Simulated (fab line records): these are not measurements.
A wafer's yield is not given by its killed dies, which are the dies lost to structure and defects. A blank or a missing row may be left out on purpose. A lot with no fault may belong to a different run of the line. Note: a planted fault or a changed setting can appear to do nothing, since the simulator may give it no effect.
Which tool did it? ; flow sky130 ; 30 wafers from 10 lots sampled at 5 of the route's 708 steps

WHAT EACH GAUGE READ, for each wafer
SKY_LI_CONTACT_RS_MEAS_22: a four-point-probe measurement.
lot;measured;on;LI_CONTACT_W_RS (ohm/sq)
L487;day 29 04:02;film metro-01;0.284 0.286 0.283
L488;day 30 01:07;film metro-04;0.297 0.293 0.293
L493;day 31 18:50;film metro-04;0.296 0.294 0.291
L494;day 32 05:51;film metro-02;0.292 0.260 0.262 0.291 0.260 0.263
L496;day 32 22:17;film metro-04;0.289 0.289 0.290
L504;day 36 04:18;film metro-02;0.288 0.292 0.286
L507;day 36 18:13;film metro-02;0.285 0.288 0.290
L509;day 36 22:01;film metro-01;0.289 0.289 0.290
L508;day 37 01:54;film metro-01;0.291 0.294 0.288
L510;day 37 04:59;film metro-02;0.288 0.286 0.288

SKY_LI_CONTACT_THK_MEAS_23: measures by xrf.
lot;measured;on;LI_CONTACT_W_THK (nm)
L487;day 29 04:10;film metro-01;395 392 399
L488;day 30 01:14;film metro-04;376 378 382
L493;day 31 18:57;film metro-04;374 376 382
L494;day 32 09:03;film metro-02;389 436 433 387 436 427
L496;day 32 22:24;film metro-04;388 387 389
L504;day 36 04:25;film metro-02;387 384 388
L507;day 36 18:19;film metro-02;389 387 381
L509;day 36 22:08;film metro-01;388 385 386
L508;day 37 01:59;film metro-01;383 385 388
L510;day 37 05:05;film metro-02;391 391 387

TOOL THAT RAN EACH LOT (tool first, then ch and the chambers of the sampled wafers, then the start)
lot;SKY_LDD_HVN_STRIP_09;SKY_LDD_HVP_STRIP_09;SKY_LI_CONTACT_CVD_21
L487;plasma asher-01 ch 0,1, day 20 04:22;plasma asher-02 ch 0,1, day 21 09:52;cvd w-02 ch 0,1, day 29 03:55
L488;plasma asher-03 ch 0,1, day 21 00:43;plasma asher-04 ch 0,1, day 22 07:35;cvd w-01 ch 0,1, day 30 00:59
L493;plasma asher-04 ch 0, day 23 00:04;plasma asher-02 ch 0,1, day 24 06:35;cvd w-01 ch 0,1, day 31 18:41
L494;plasma asher-01 ch 0,1, day 23 12:18;plasma asher-03 ch 0,1, day 24 18:52;cvd w-01 ch 0,1, day 32 05:44
L496;plasma asher-03 ch 0,1, day 24 06:40;plasma asher-04 ch 0,1, day 25 12:58;cvd w-02 ch 0,1, day 32 22:08
L504;plasma asher-03 ch 0,1, day 27 22:52;plasma asher-02 ch 0,1, day 29 04:28;cvd w-02 ch 1, day 36 04:03
L507;plasma asher-01 ch 0,1, day 28 11:49;plasma asher-03 ch 0,1, day 29 16:13;cvd w-02 ch 0,1, day 36 18:04
L509;plasma asher-03 ch 0,1, day 28 17:34;plasma asher-04 ch 0,1, day 29 22:52;cvd w-02 ch 0,1, day 36 21:53
L508;plasma asher-04 ch 0,1, day 28 19:51;plasma asher-04 ch 0,1, day 30 00:06;cvd w-01 ch 0,1, day 37 01:46
L510;plasma asher-01 ch 0, day 29 02:46;plasma asher-03 ch 0,1, day 30 06:56;cvd w-02 ch 1, day 37 04:50
- SKY_LDD_HVN_STRIP_09: strips in O2/N2.
- SKY_LDD_HVP_STRIP_09: strips in O2/N2.
- SKY_LI_CONTACT_CVD_21: deposits W, target thk 400 nm, time 120.56 s.

AS READ BY THE TOOLS THEMSELVES (means over the sampled wafers that have a number; for cases with no such wafer, the mark the record gives instead)
SKY_LDD_HVN_STRIP_09.
lot;tool;drypump motor current A (A);oes product au (a.u.);strip time to endpoint s (s)
L487;plasma asher-01;5.4;0.414;4.139
L488;plasma asher-03;6.0;0.406;4.145
L493;plasma asher-04;5.2;0.407;4.136
L494;plasma asher-01;5.1;0.407;4.117
L496;plasma asher-03;6.1;0.405;4.138
L504;plasma asher-03;6.2;0.406;4.104
L507;plasma asher-01;5.4;0.406;4.126
L509;plasma asher-03;6.0;0.411;4.153
L508;plasma asher-04;5.1;0.410;4.123
L510;plasma asher-01;5.7;0.410;4.142

SKY_LDD_HVP_STRIP_09.
lot;tool;drypump motor current A (A);oes product au (a.u.);strip time to endpoint s (s)
L487;plasma asher-02;5.3;0.410;4.138
L488;plasma asher-04;5.0;0.408;4.147
L493;plasma asher-02;5.3;0.412;4.128
L494;plasma asher-03;6.2;0.410;4.112
L496;plasma asher-04;5.1;0.409;4.126
L504;plasma asher-02;5.4;0.407;4.141
L507;plasma asher-03;6.0;0.411;4.123
L509;plasma asher-04;5.1;0.409;4.121
L508;plasma asher-04;5.1;0.409;4.130
L510;plasma asher-03;6.0;0.409;4.123

SKY_LI_CONTACT_CVD_21.
lot;tool;heater power w (W)
L487;cvd w-02;799
L488;cvd w-01;765
L493;cvd w-01;775
L494;cvd w-01;775
L496;cvd w-02;836
L504;cvd w-02;843
L507;cvd w-02;789
L509;cvd w-02;792
L508;cvd w-01;759
L510;cvd w-02;866

THE ANSWER, worked out from the rows above alone
Rule: what is usual is taken from the lots themselves. The widest of any qualifying gaps counts: lots, ordered by their means at a reading, are off when they make up no more than a third of the lots, leave a main group of 4 or more, and stand apart from it by 3 or more times the standard deviation of that group's means. A main group whose means are all the same, to the digits that the tables above print for the reading, isn't used. Also off: a lot with no number at a reading for which 4 or more lots have one. The other lots that the step has rows for count as sound. Order of review: gauges by route order, followed by the tools' own readings, for which a lot's mean as printed above is used. At the first step where some lot is off, the reading lying furthest off is the one used; lots without a number count as furthest.
Off: L494, seen at SKY_LI_CONTACT_RS_MEAS_22 (LI_CONTACT_W_RS). Mean 0.290 ohm/sq and standard deviation 0.003 in the main group.
A tool fits if, at a process step before that reading, it ran every lot that is off, and no sound lot after the first of them. Not tried: the gauges at SKY_LI_CONTACT_RS_MEAS_22; whatever is off there is also off at SKY_LDD_HVP_STRIP_09, on other tools, and gauge error can't account for it. Not one of the candidates tried fits.

WHAT THE SIMULATOR HAD INSERTED
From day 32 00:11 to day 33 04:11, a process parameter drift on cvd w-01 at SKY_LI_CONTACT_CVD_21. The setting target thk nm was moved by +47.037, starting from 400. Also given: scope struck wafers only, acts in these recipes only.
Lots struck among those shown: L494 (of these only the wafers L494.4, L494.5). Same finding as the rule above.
